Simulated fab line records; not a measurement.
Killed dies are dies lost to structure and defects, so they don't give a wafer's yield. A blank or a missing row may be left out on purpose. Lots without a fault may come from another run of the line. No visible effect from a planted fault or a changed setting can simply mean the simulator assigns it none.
fab line records / flow sfq-line
[record] lots = 14 wafers = 42 last-day = 89
route steps=325 shown I6@269 I7@306 M8@315
lots that met no fault: taken from a fault-free run of the same line
start-h: hours from the record's first day to the start of the lot's first wafer shown / wait-h: how many hours have passed since the lot's step before this one / " as in the row above / L1.1+2: a row that stands for several wafers / - no value present, or no start provided / * or withheld: withheld / < > ~ a bound
route shown NAME@n: names a module that has steps shown in the file, with the first one's number in the route / usual: mean and standard deviation over wafers with no fault / same: alike in all rows / chamber/n: place in a boat / sites: the reading at each site / _std_site: the standard deviation of these / _edge_site: outer sites' mean less inner sites' / radius-mm: for every site, how far away it sits from the centre of the wafer / mask NAME#n: copy n / behind: tool/chamber where the wafer was last shaped / hold: reason for holding the lot/hours on hold/outcome of the hold / device: transistor that didn't switch, given as n, p or np / end of line: the tests these same wafers got at the end of their route / where a step has no rows: the recipe by itself / killed: dies lost to structure and defects at the first sort, not the wafer's yield / map: the dies of a wafer, with x for killed, . for not killed, _ for no die there
set.NAME: the run value of the setting; set.NAME@STEP: its run value at that earlier step / model.NAME: the simulator's own value behind a step, which no gauge read
one table for each step of the route and one row for each wafer, over a sample of lots
services: when a tool's chamber went out of use (start-h, in hours from the record's first day, below 0 if earlier), for how many hours, and the reason
[[steps]]
[step SFQ_TRILAYER_I6_METRO_MEASURE_167]
[usual] thk-nm = 200.0/1.2
lot.wafer=L937.1 tool=film-metro-02 chamber=- start-h=1603.99 wait-h=0.1 thk-nm=202.5
lot.wafer=L937.4 tool=film-metro-02 chamber=- start-h=1603.99 wait-h=0.1 thk-nm=201.1
lot.wafer=L937.5 tool=film-metro-02 chamber=- start-h=1603.99 wait-h=0.1 thk-nm=202.8
lot.wafer=L939.1 tool=film-metro-01 chamber=- start-h=1614.47 wait-h=0.1 thk-nm=200.8
lot.wafer=L939.5 tool=film-metro-01 chamber=- start-h=1614.47 wait-h=0.1 thk-nm=201.7
lot.wafer=L939.6 tool=film-metro-01 chamber=- start-h=1614.47 wait-h=0.1 thk-nm=200.8
lot.wafer=L940.3 tool=film-metro-02 chamber=- start-h=1617.87 wait-h=0.5 thk-nm=199.4
lot.wafer=L940.4 tool=film-metro-02 chamber=- start-h=1617.87 wait-h=0.5 thk-nm=200.4
lot.wafer=L940.6 tool=film-metro-02 chamber=- start-h=1617.87 wait-h=0.5 thk-nm=199.5
lot.wafer=L941.1 tool=film-metro-04 chamber=- start-h=1621.02 wait-h=0.1 thk-nm=199.7
lot.wafer=L941.3 tool=film-metro-04 chamber=- start-h=1621.02 wait-h=0.1 thk-nm=201.5
lot.wafer=L941.4 tool=film-metro-04 chamber=- start-h=1621.02 wait-h=0.1 thk-nm=200.3
lot.wafer=L942.1 tool=film-metro-01 chamber=- start-h=1629.42 wait-h=0.1 thk-nm=200.4
lot.wafer=L942.2 tool=film-metro-01 chamber=- start-h=1629.42 wait-h=0.1 thk-nm=200.3
lot.wafer=L942.4 tool=film-metro-01 chamber=- start-h=1629.42 wait-h=0.1 thk-nm=201.0
lot.wafer=L944.2 tool=film-metro-04 chamber=- start-h=1688.37 wait-h=0.3 thk-nm=201.1
lot.wafer=L944.3 tool=film-metro-04 chamber=- start-h=1688.37 wait-h=0.3 thk-nm=199.7
lot.wafer=L944.4 tool=film-metro-04 chamber=- start-h=1688.37 wait-h=0.3 thk-nm=199.7
lot.wafer=L945.2 tool=film-metro-01 chamber=- start-h=1690.19 wait-h=0.3 thk-nm=200.3
lot.wafer=L945.4 tool=film-metro-01 chamber=- start-h=1690.19 wait-h=0.3 thk-nm=202.0
lot.wafer=L945.5 tool=film-metro-01 chamber=- start-h=1690.19 wait-h=0.3 thk-nm=200.3
lot.wafer=L946.1 tool=film-metro-01 chamber=- start-h=1692.99 wait-h=0.1 thk-nm=200.7
lot.wafer=L946.4 tool=film-metro-01 chamber=- start-h=1692.99 wait-h=0.1 thk-nm=201.5
lot.wafer=L946.5 tool=film-metro-01 chamber=- start-h=1692.99 wait-h=0.1 thk-nm=200.7
lot.wafer=L953.1 tool=film-metro-04 chamber=- start-h=1882.30 wait-h=0.1 thk-nm=199.5
lot.wafer=L953.4 tool=film-metro-04 chamber=- start-h=1882.30 wait-h=0.1 thk-nm=199.6
lot.wafer=L953.5 tool=film-metro-04 chamber=- start-h=1882.30 wait-h=0.1 thk-nm=198.9
lot.wafer=L955.1 tool=film-metro-01 chamber=- start-h=1888.30 wait-h=0.1 thk-nm=200.7
lot.wafer=L955.2 tool=film-metro-01 chamber=- start-h=1888.30 wait-h=0.1 thk-nm=200.1
lot.wafer=L955.5 tool=film-metro-01 chamber=- start-h=1888.30 wait-h=0.1 thk-nm=198.8
lot.wafer=L956.1 tool=film-metro-04 chamber=- start-h=1902.55 wait-h=0.1 thk-nm=198.4
lot.wafer=L956.2 tool=film-metro-04 chamber=- start-h=1902.55 wait-h=0.1 thk-nm=198.9
lot.wafer=L956.5 tool=film-metro-04 chamber=- start-h=1902.55 wait-h=0.1 thk-nm=198.2
lot.wafer=L957.1 tool=film-metro-04 chamber=- start-h=1905.74 wait-h=0.1 thk-nm=198.2
lot.wafer=L957.3 tool=film-metro-04 chamber=- start-h=1905.74 wait-h=0.1 thk-nm=199.3
lot.wafer=L957.6 tool=film-metro-04 chamber=- start-h=1905.74 wait-h=0.1 thk-nm=198.4
lot.wafer=L958.1 tool=film-metro-01 chamber=- start-h=1915.15 wait-h=0.1 thk-nm=198.9
lot.wafer=L958.3 tool=film-metro-01 chamber=- start-h=1915.15 wait-h=0.1 thk-nm=198.0
lot.wafer=L958.4 tool=film-metro-01 chamber=- start-h=1915.15 wait-h=0.1 thk-nm=202.4
lot.wafer=L959.2 tool=film-metro-04 chamber=- start-h=1917.17 wait-h=0.3 thk-nm=198.7
lot.wafer=L959.4 tool=film-metro-04 chamber=- start-h=1917.17 wait-h=0.3 thk-nm=199.1
lot.wafer=L959.5 tool=film-metro-04 chamber=- start-h=1917.17 wait-h=0.3 thk-nm=199.5
[step SFQ_I7_OVL_MEAS_947]
[usual] I7_OVL = -1/5.4
lot.wafer=L937.1 tool=overlay-02 chamber=- start-h=1853.53 wait-h=0.1 I7_OVL[nm]=-6
lot.wafer=L937.4 tool=overlay-02 chamber=- start-h=1853.53 wait-h=0.1 I7_OVL[nm]=-5
lot.wafer=L937.5 tool=overlay-02 chamber=- start-h=1853.53 wait-h=0.1 I7_OVL[nm]=-6
lot.wafer=L939.1 tool=overlay-02 chamber=- start-h=1866.52 wait-h=0.1 I7_OVL[nm]=-5
lot.wafer=L939.5 tool=overlay-02 chamber=- start-h=1866.52 wait-h=0.1 I7_OVL[nm]=-3
lot.wafer=L939.6 tool=overlay-02 chamber=- start-h=1866.52 wait-h=0.1 I7_OVL[nm]=-6
lot.wafer=L940.3 tool=overlay-02 chamber=- start-h=1872.53 wait-h=0.1 I7_OVL[nm]=10
lot.wafer=L940.4 tool=overlay-02 chamber=- start-h=1872.53 wait-h=0.1 I7_OVL[nm]=7
lot.wafer=L940.6 tool=overlay-02 chamber=- start-h=1872.53 wait-h=0.1 I7_OVL[nm]=5
lot.wafer=L941.1 tool=overlay-02 chamber=- start-h=1874.75 wait-h=0.1 I7_OVL[nm]=1
lot.wafer=L941.3 tool=overlay-02 chamber=- start-h=1874.75 wait-h=0.1 I7_OVL[nm]=3
lot.wafer=L941.4 tool=overlay-02 chamber=- start-h=1874.75 wait-h=0.1 I7_OVL[nm]=-1
lot.wafer=L942.1 tool=overlay-01 chamber=- start-h=1880.51 wait-h=0.1 I7_OVL[nm]=-9
lot.wafer=L942.2 tool=overlay-01 chamber=- start-h=1880.51 wait-h=0.1 I7_OVL[nm]=-2
lot.wafer=L942.4 tool=overlay-01 chamber=- start-h=1880.51 wait-h=0.1 I7_OVL[nm]=3
lot.wafer=L944.2 tool=overlay-02 chamber=- start-h=1927.31 wait-h=0.1 I7_OVL[nm]=-3
lot.wafer=L944.3 tool=overlay-02 chamber=- start-h=1927.31 wait-h=0.1 I7_OVL[nm]=-1
lot.wafer=L944.4 tool=overlay-02 chamber=- start-h=1927.31 wait-h=0.1 I7_OVL[nm]=-2
lot.wafer=L945.2 tool=overlay-02 chamber=- start-h=1932.11 wait-h=0.1 I7_OVL[nm]=-7
lot.wafer=L945.4 tool=overlay-02 chamber=- start-h=1932.11 wait-h=0.1 I7_OVL[nm]=-2
lot.wafer=L945.5 tool=overlay-02 chamber=- start-h=1932.11 wait-h=0.1 I7_OVL[nm]=-5
lot.wafer=L946.1 tool=overlay-02 chamber=- start-h=1933.43 wait-h=0.1 I7_OVL[nm]=-5
lot.wafer=L946.4 tool=overlay-02 chamber=- start-h=1933.43 wait-h=0.1 I7_OVL[nm]=0
lot.wafer=L946.5 tool=overlay-02 chamber=- start-h=1933.43 wait-h=0.1 I7_OVL[nm]=2
lot.wafer=L953.1 tool=overlay-01 chamber=- start-h=2004.04 wait-h=0.1 I7_OVL[nm]=-15
lot.wafer=L953.4 tool=overlay-01 chamber=- start-h=2004.04 wait-h=0.1 I7_OVL[nm]=-8
lot.wafer=L953.5 tool=overlay-01 chamber=- start-h=2004.04 wait-h=0.1 I7_OVL[nm]=-9
lot.wafer=L955.1 tool=overlay-01 chamber=- start-h=2009.20 wait-h=0.1 I7_OVL[nm]=0
lot.wafer=L955.2 tool=overlay-01 chamber=- start-h=2009.20 wait-h=0.1 I7_OVL[nm]=2
lot.wafer=L955.5 tool=overlay-01 chamber=- start-h=2009.20 wait-h=0.1 I7_OVL[nm]=2
lot.wafer=L956.1 tool=overlay-01 chamber=- start-h=2052.35 wait-h=0.1 I7_OVL[nm]=-10
lot.wafer=L956.2 tool=overlay-01 chamber=- start-h=2052.35 wait-h=0.1 I7_OVL[nm]=-10
lot.wafer=L956.5 tool=overlay-01 chamber=- start-h=2052.35 wait-h=0.1 I7_OVL[nm]=-9
lot.wafer=L957.1 tool=overlay-01 chamber=- start-h=2109.83 wait-h=0.1 I7_OVL[nm]=3
lot.wafer=L957.3 tool=overlay-01 chamber=- start-h=2109.83 wait-h=0.1 I7_OVL[nm]=-1
lot.wafer=L957.6 tool=overlay-01 chamber=- start-h=2109.83 wait-h=0.1 I7_OVL[nm]=0
lot.wafer=L958.1 tool=overlay-02 chamber=- start-h=2111.03 wait-h=0.1 I7_OVL[nm]=1
lot.wafer=L958.3 tool=overlay-02 chamber=- start-h=2111.03 wait-h=0.1 I7_OVL[nm]=4
lot.wafer=L958.4 tool=overlay-02 chamber=- start-h=2111.03 wait-h=0.1 I7_OVL[nm]=-1
lot.wafer=L959.2 tool=overlay-01 chamber=- start-h=2112.23 wait-h=0.1 I7_OVL[nm]=0
lot.wafer=L959.4 tool=overlay-01 chamber=- start-h=2112.23 wait-h=0.1 I7_OVL[nm]=-6
lot.wafer=L959.5 tool=overlay-01 chamber=- start-h=2112.23 wait-h=0.1 I7_OVL[nm]=1
[step SFQ_TRILAYER_M8_LITHO_EXPOSE_194]
[recipe] mask-id = M8 na = 0.6 source-shape = conventional sigma-outer = 0.65 target-cd-nm = 2000 dose-mj = 14.4
[usual] exposure-dose-mJ-cm2 = 14.400/0.014 focus-offset-nm = 0.0/0.53 reticle-temp-C = 22.99/0.11
lot.wafer=L937.1 tool=krf-scanner-02 chamber=0 start-h=1959.41 wait-h=- mask=M8#0 exposure-dose-mJ-cm2=14.424 focus-offset-nm=0.5 reticle-temp-C=23.08
lot.wafer=L937.4 tool=krf-scanner-02 chamber=0 start-h=1959.41 wait-h=- mask=M8#0 exposure-dose-mJ-cm2=14.385 focus-offset-nm=0.0 reticle-temp-C=23.12
lot.wafer=L937.5 tool=krf-scanner-02 chamber=0 start-h=1959.41 wait-h=- mask=M8#0 exposure-dose-mJ-cm2=14.394 focus-offset-nm=0.0 reticle-temp-C=23.05
lot.wafer=L939.1 tool=krf-scanner-01 chamber=0 start-h=1977.50 wait-h=- mask=M8#0 exposure-dose-mJ-cm2=14.405 focus-offset-nm=-0.3 reticle-temp-C=23.02
lot.wafer=L939.5 tool=krf-scanner-01 chamber=0 start-h=1977.50 wait-h=- mask=M8#0 exposure-dose-mJ-cm2=14.399 focus-offset-nm=0.1 reticle-temp-C=22.86
lot.wafer=L939.6 tool=krf-scanner-01 chamber=0 start-h=1977.50 wait-h=- mask=M8#0 exposure-dose-mJ-cm2=14.408 focus-offset-nm=0.5 reticle-temp-C=22.90
lot.wafer=L940.3 tool=krf-scanner-01 chamber=0 start-h=1981.50 wait-h=- mask=M8#0 exposure-dose-mJ-cm2=14.414 focus-offset-nm=0.1 reticle-temp-C=22.98
lot.wafer=L940.4 tool=krf-scanner-01 chamber=0 start-h=1981.50 wait-h=- mask=M8#0 exposure-dose-mJ-cm2=14.399 focus-offset-nm=-0.6 reticle-temp-C=23.18
lot.wafer=L940.6 tool=krf-scanner-01 chamber=0 start-h=1981.50 wait-h=- mask=M8#0 exposure-dose-mJ-cm2=14.403 focus-offset-nm=-1.0 reticle-temp-C=23.23
lot.wafer=L941.1 tool=krf-scanner-01 chamber=0 start-h=1983.50 wait-h=- mask=M8#0 exposure-dose-mJ-cm2=14.362 focus-offset-nm=0.2 reticle-temp-C=23.00
lot.wafer=L941.3 tool=krf-scanner-01 chamber=0 start-h=1983.50 wait-h=- mask=M8#0 exposure-dose-mJ-cm2=14.371 focus-offset-nm=0.4 reticle-temp-C=22.95
lot.wafer=L941.4 tool=krf-scanner-01 chamber=0 start-h=1983.50 wait-h=- mask=M8#0 exposure-dose-mJ-cm2=14.375 focus-offset-nm=0.1 reticle-temp-C=23.21
lot.wafer=L942.1 tool=krf-scanner-01 chamber=0 start-h=1984.70 wait-h=- mask=M8#0 exposure-dose-mJ-cm2=14.407 focus-offset-nm=-0.9 reticle-temp-C=22.89
lot.wafer=L942.2 tool=krf-scanner-01 chamber=0 start-h=1984.70 wait-h=- mask=M8#0 exposure-dose-mJ-cm2=14.407 focus-offset-nm=-0.3 reticle-temp-C=23.02
lot.wafer=L942.4 tool=krf-scanner-01 chamber=0 start-h=1984.70 wait-h=- mask=M8#0 exposure-dose-mJ-cm2=14.424 focus-offset-nm=-0.6 reticle-temp-C=23.00
lot.wafer=L944.2 tool=krf-scanner-01 chamber=0 start-h=2025.75 wait-h=- mask=M8#0 exposure-dose-mJ-cm2=14.421 focus-offset-nm=-0.3 reticle-temp-C=22.98
lot.wafer=L944.3 tool=krf-scanner-01 chamber=0 start-h=2025.75 wait-h=- mask=M8#0 exposure-dose-mJ-cm2=14.423 focus-offset-nm=0.1 reticle-temp-C=22.90
lot.wafer=L944.4 tool=krf-scanner-01 chamber=0 start-h=2025.75 wait-h=- mask=M8#0 exposure-dose-mJ-cm2=14.424 focus-offset-nm=-0.7 reticle-temp-C=23.00
lot.wafer=L945.2 tool=krf-scanner-01 chamber=- start-h=2028.15 wait-h=- mask=M8#0 exposure-dose-mJ-cm2=- focus-offset-nm=- reticle-temp-C=-
lot.wafer=L945.4 tool=krf-scanner-01 chamber=- start-h=2028.15 wait-h=- mask=M8#0 exposure-dose-mJ-cm2=- focus-offset-nm=- reticle-temp-C=-
lot.wafer=L945.5 tool=krf-scanner-01 chamber=- start-h=2028.15 wait-h=- mask=M8#0 exposure-dose-mJ-cm2=- focus-offset-nm=- reticle-temp-C=-
lot.wafer=L946.1 tool=krf-scanner-01 chamber=- start-h=2030.35 wait-h=- mask=M8#0 exposure-dose-mJ-cm2=- focus-offset-nm=- reticle-temp-C=-
lot.wafer=L946.4 tool=krf-scanner-01 chamber=- start-h=2030.35 wait-h=- mask=M8#0 exposure-dose-mJ-cm2=- focus-offset-nm=- reticle-temp-C=-
lot.wafer=L946.5 tool=krf-scanner-01 chamber=- start-h=2030.35 wait-h=- mask=M8#0 exposure-dose-mJ-cm2=- focus-offset-nm=- reticle-temp-C=-
lot.wafer=L953.1 tool=krf-scanner-01 chamber=0 start-h=2064.20 wait-h=- mask=M8#0 exposure-dose-mJ-cm2=14.396 focus-offset-nm=1.2 reticle-temp-C=22.98
lot.wafer=L953.4 tool=krf-scanner-01 chamber=0 start-h=2064.20 wait-h=- mask=M8#0 exposure-dose-mJ-cm2=14.395 focus-offset-nm=1.3 reticle-temp-C=23.09
lot.wafer=L953.5 tool=krf-scanner-01 chamber=0 start-h=2064.20 wait-h=- mask=M8#0 exposure-dose-mJ-cm2=14.405 focus-offset-nm=0.2 reticle-temp-C=22.90
lot.wafer=L955.1 tool=krf-scanner-01 chamber=0 start-h=2070.20 wait-h=- mask=M8#0 exposure-dose-mJ-cm2=14.407 focus-offset-nm=0.7 reticle-temp-C=23.11
lot.wafer=L955.2 tool=krf-scanner-01 chamber=0 start-h=2070.20 wait-h=- mask=M8#0 exposure-dose-mJ-cm2=14.406 focus-offset-nm=-0.3 reticle-temp-C=23.10
lot.wafer=L955.5 tool=krf-scanner-01 chamber=0 start-h=2070.20 wait-h=- mask=M8#0 exposure-dose-mJ-cm2=14.402 focus-offset-nm=0.1 reticle-temp-C=23.05
lot.wafer=L956.1 tool=krf-scanner-01 chamber=0 start-h=2107.13 wait-h=- mask=M8#0 exposure-dose-mJ-cm2=14.409 focus-offset-nm=0.7 reticle-temp-C=22.97
lot.wafer=L956.2 tool=krf-scanner-01 chamber=0 start-h=2107.13 wait-h=- mask=M8#0 exposure-dose-mJ-cm2=14.400 focus-offset-nm=0.6 reticle-temp-C=22.97
lot.wafer=L956.5 tool=krf-scanner-01 chamber=0 start-h=2107.13 wait-h=- mask=M8#0 exposure-dose-mJ-cm2=14.411 focus-offset-nm=-0.6 reticle-temp-C=23.09
lot.wafer=L957.1 tool=krf-scanner-01 chamber=0 start-h=2117.93 wait-h=- mask=M8#0 exposure-dose-mJ-cm2=14.395 focus-offset-nm=1.0 reticle-temp-C=22.86
lot.wafer=L957.3 tool=krf-scanner-01 chamber=0 start-h=2117.93 wait-h=- mask=M8#0 exposure-dose-mJ-cm2=14.397 focus-offset-nm=0.5 reticle-temp-C=22.86
lot.wafer=L957.6 tool=krf-scanner-01 chamber=0 start-h=2117.93 wait-h=- mask=M8#0 exposure-dose-mJ-cm2=14.383 focus-offset-nm=1.6 reticle-temp-C=22.99
lot.wafer=L958.1 tool=krf-scanner-01 chamber=0 start-h=2119.13 wait-h=- mask=M8#0 exposure-dose-mJ-cm2=14.404 focus-offset-nm=-0.7 reticle-temp-C=22.90
lot.wafer=L958.3 tool=krf-scanner-01 chamber=0 start-h=2119.13 wait-h=- mask=M8#0 exposure-dose-mJ-cm2=14.392 focus-offset-nm=-0.4 reticle-temp-C=22.99
lot.wafer=L958.4 tool=krf-scanner-01 chamber=0 start-h=2119.13 wait-h=- mask=M8#0 exposure-dose-mJ-cm2=14.373 focus-offset-nm=-0.5 reticle-temp-C=22.98
lot.wafer=L959.2 tool=krf-scanner-01 chamber=0 start-h=2121.73 wait-h=- mask=M8#0 exposure-dose-mJ-cm2=14.409 focus-offset-nm=0.0 reticle-temp-C=22.99
lot.wafer=L959.4 tool=krf-scanner-01 chamber=0 start-h=2121.73 wait-h=- mask=M8#0 exposure-dose-mJ-cm2=14.396 focus-offset-nm=0.4 reticle-temp-C=22.96
lot.wafer=L959.5 tool=krf-scanner-01 chamber=0 start-h=2121.73 wait-h=- mask=M8#0 exposure-dose-mJ-cm2=14.402 focus-offset-nm=0.1 reticle-temp-C=23.10
[step SFQ_M8_OVL_MEAS_948]
[usual] M8_OVL = -2/6.2
lot.wafer=L937.1 tool=overlay-01 chamber=- start-h=1960.90 wait-h=0.1 M8_OVL[nm]=-2
lot.wafer=L937.4 tool=overlay-01 chamber=- start-h=1960.90 wait-h=0.1 M8_OVL[nm]=1
lot.wafer=L937.5 tool=overlay-01 chamber=- start-h=1960.90 wait-h=0.1 M8_OVL[nm]=-7
lot.wafer=L939.1 tool=overlay-01 chamber=- start-h=1978.99 wait-h=0.1 M8_OVL[nm]=-9
lot.wafer=L939.5 tool=overlay-01 chamber=- start-h=1978.99 wait-h=0.1 M8_OVL[nm]=-15
lot.wafer=L939.6 tool=overlay-01 chamber=- start-h=1978.99 wait-h=0.1 M8_OVL[nm]=-11
lot.wafer=L940.3 tool=overlay-01 chamber=- start-h=1982.60 wait-h=0.1 M8_OVL[nm]=-13
lot.wafer=L940.4 tool=overlay-01 chamber=- start-h=1982.60 wait-h=0.1 M8_OVL[nm]=10
lot.wafer=L940.6 tool=overlay-01 chamber=- start-h=1982.60 wait-h=0.1 M8_OVL[nm]=2
lot.wafer=L941.1 tool=overlay-01 chamber=- start-h=1984.99 wait-h=0.1 M8_OVL[nm]=2
lot.wafer=L941.3 tool=overlay-01 chamber=- start-h=1984.99 wait-h=0.1 M8_OVL[nm]=-5
lot.wafer=L941.4 tool=overlay-01 chamber=- start-h=1984.99 wait-h=0.1 M8_OVL[nm]=-9
lot.wafer=L942.1 tool=overlay-01 chamber=- start-h=1986.19 wait-h=0.1 M8_OVL[nm]=-1
lot.wafer=L942.2 tool=overlay-01 chamber=- start-h=1986.19 wait-h=0.1 M8_OVL[nm]=2
lot.wafer=L942.4 tool=overlay-01 chamber=- start-h=1986.19 wait-h=0.1 M8_OVL[nm]=7
lot.wafer=L944.2 tool=overlay-01 chamber=- start-h=2027.05 wait-h=0.1 M8_OVL[nm]=-6
lot.wafer=L944.3 tool=overlay-01 chamber=- start-h=2027.05 wait-h=0.1 M8_OVL[nm]=-4
lot.wafer=L944.4 tool=overlay-01 chamber=- start-h=2027.05 wait-h=0.1 M8_OVL[nm]=-11
lot.wafer=L945.2 tool=overlay-01 chamber=- start-h=2029.45 wait-h=0.1 M8_OVL[nm]=-
lot.wafer=L945.4 tool=overlay-01 chamber=- start-h=2029.45 wait-h=0.1 M8_OVL[nm]=-
lot.wafer=L945.5 tool=overlay-01 chamber=- start-h=2029.45 wait-h=0.1 M8_OVL[nm]=-
lot.wafer=L946.1 tool=overlay-01 chamber=- start-h=2031.84 wait-h=0.1 M8_OVL[nm]=-
lot.wafer=L946.4 tool=overlay-01 chamber=- start-h=2031.84 wait-h=0.1 M8_OVL[nm]=-
lot.wafer=L946.5 tool=overlay-01 chamber=- start-h=2031.84 wait-h=0.1 M8_OVL[nm]=-
lot.wafer=L953.1 tool=overlay-01 chamber=- start-h=2065.69 wait-h=0.1 M8_OVL[nm]=1
lot.wafer=L953.4 tool=overlay-01 chamber=- start-h=2065.69 wait-h=0.1 M8_OVL[nm]=-7
lot.wafer=L953.5 tool=overlay-01 chamber=- start-h=2065.69 wait-h=0.1 M8_OVL[nm]=-3
lot.wafer=L955.1 tool=overlay-01 chamber=- start-h=2071.69 wait-h=0.1 M8_OVL[nm]=5
lot.wafer=L955.2 tool=overlay-01 chamber=- start-h=2071.69 wait-h=0.1 M8_OVL[nm]=4
lot.wafer=L955.5 tool=overlay-01 chamber=- start-h=2071.69 wait-h=0.1 M8_OVL[nm]=4
lot.wafer=L956.1 tool=overlay-02 chamber=- start-h=2108.62 wait-h=0.1 M8_OVL[nm]=0
lot.wafer=L956.2 tool=overlay-02 chamber=- start-h=2108.62 wait-h=0.1 M8_OVL[nm]=10
lot.wafer=L956.5 tool=overlay-02 chamber=- start-h=2108.62 wait-h=0.1 M8_OVL[nm]=-4
lot.wafer=L957.1 tool=overlay-01 chamber=- start-h=2119.42 wait-h=0.1 M8_OVL[nm]=-5
lot.wafer=L957.3 tool=overlay-01 chamber=- start-h=2119.42 wait-h=0.1 M8_OVL[nm]=-1
lot.wafer=L957.6 tool=overlay-01 chamber=- start-h=2119.42 wait-h=0.1 M8_OVL[nm]=-9
lot.wafer=L958.1 tool=overlay-01 chamber=- start-h=2120.62 wait-h=0.1 M8_OVL[nm]=4
lot.wafer=L958.3 tool=overlay-01 chamber=- start-h=2120.62 wait-h=0.1 M8_OVL[nm]=2
lot.wafer=L958.4 tool=overlay-01 chamber=- start-h=2120.62 wait-h=0.1 M8_OVL[nm]=1
lot.wafer=L959.2 tool=overlay-01 chamber=- start-h=2123.02 wait-h=0.1 M8_OVL[nm]=0
lot.wafer=L959.4 tool=overlay-01 chamber=- start-h=2123.02 wait-h=0.1 M8_OVL[nm]=-4
lot.wafer=L959.5 tool=overlay-01 chamber=- start-h=2123.02 wait-h=0.1 M8_OVL[nm]=-3
[[services]]
tool=film-metro-01 chamber=- start-h=1594.56 hours=1.3 kind=pm
tool=film-metro-04 chamber=- start-h=1613.59 hours=0.6 kind=pm
tool=film-metro-01 chamber=- start-h=1627.02 hours=1.5 kind=pm
tool=film-metro-04 chamber=- start-h=1655.38 hours=0.6 kind=pm
tool=krf-scanner-01 chamber=- start-h=1661.81 hours=1.0 kind=pm
tool=film-metro-01 chamber=- start-h=1687.90 hours=1.3 kind=pm
tool=film-metro-04 chamber=- start-h=1696.34 hours=0.7 kind=pm
tool=krf-scanner-01 chamber=- start-h=1704.06 hours=1.3 kind=pm
tool=film-metro-01 chamber=- start-h=1712.62 hours=1.0 kind=pm
tool=krf-scanner-01 chamber=- start-h=1715.26 hours=0.8 kind=pm
tool=film-metro-04 chamber=- start-h=1772.82 hours=1.2 kind=pm
tool=krf-scanner-01 chamber=- start-h=1834.33 hours=1.0 kind=pm
tool=krf-scanner-01 chamber=- start-h=1855.63 hours=0.8 kind=pm
tool=film-metro-04 chamber=- start-h=1859.20 hours=0.5 kind=pm
tool=krf-scanner-01 chamber=- start-h=1862.20 hours=1.2 kind=repair
tool=film-metro-01 chamber=- start-h=1871.38 hours=1.1 kind=pm
tool=krf-scanner-01 chamber=- start-h=1876.85 hours=1.3 kind=pm
tool=krf-scanner-01 chamber=- start-h=1884.06 hours=0.8 kind=pm
tool=film-metro-01 chamber=- start-h=1932.90 hours=0.3 kind=pm
tool=krf-scanner-01 chamber=- start-h=1999.42 hours=1.0 kind=pm
tool=krf-scanner-01 chamber=- start-h=2004.29 hours=2.2 kind=repair
tool=krf-scanner-01 chamber=- start-h=2049.55 hours=1.3 kind=pm
tool=krf-scanner-01 chamber=- start-h=2052.86 hours=0.8 kind=pm
tool=krf-scanner-01 chamber=- start-h=2086.13 hours=21.0 kind=pm
[[key]]
[first-sign] step = SFQ_TRILAYER_M8_LITHO_EXPOSE_194 reading = tool-record direction = missing
effect none on later readings
met-at SFQ_TRILAYER_M8_LITHO_EXPOSE_194
struck-lots L945,L946
not-acting-at SFQ_TRILAYER_I6_METRO_MEASURE_167,SFQ_I7_OVL_MEAS_947,SFQ_M8_OVL_MEAS_948
onset-between 2025.75 2028.15
[fault] kind = skipped-step-whole tool = krf-scanner-01 chamber = - onset-h = 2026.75 steps = SFQ_TRILAYER_M8_LITHO_EXPOSE_194 scope = struck-lots-only
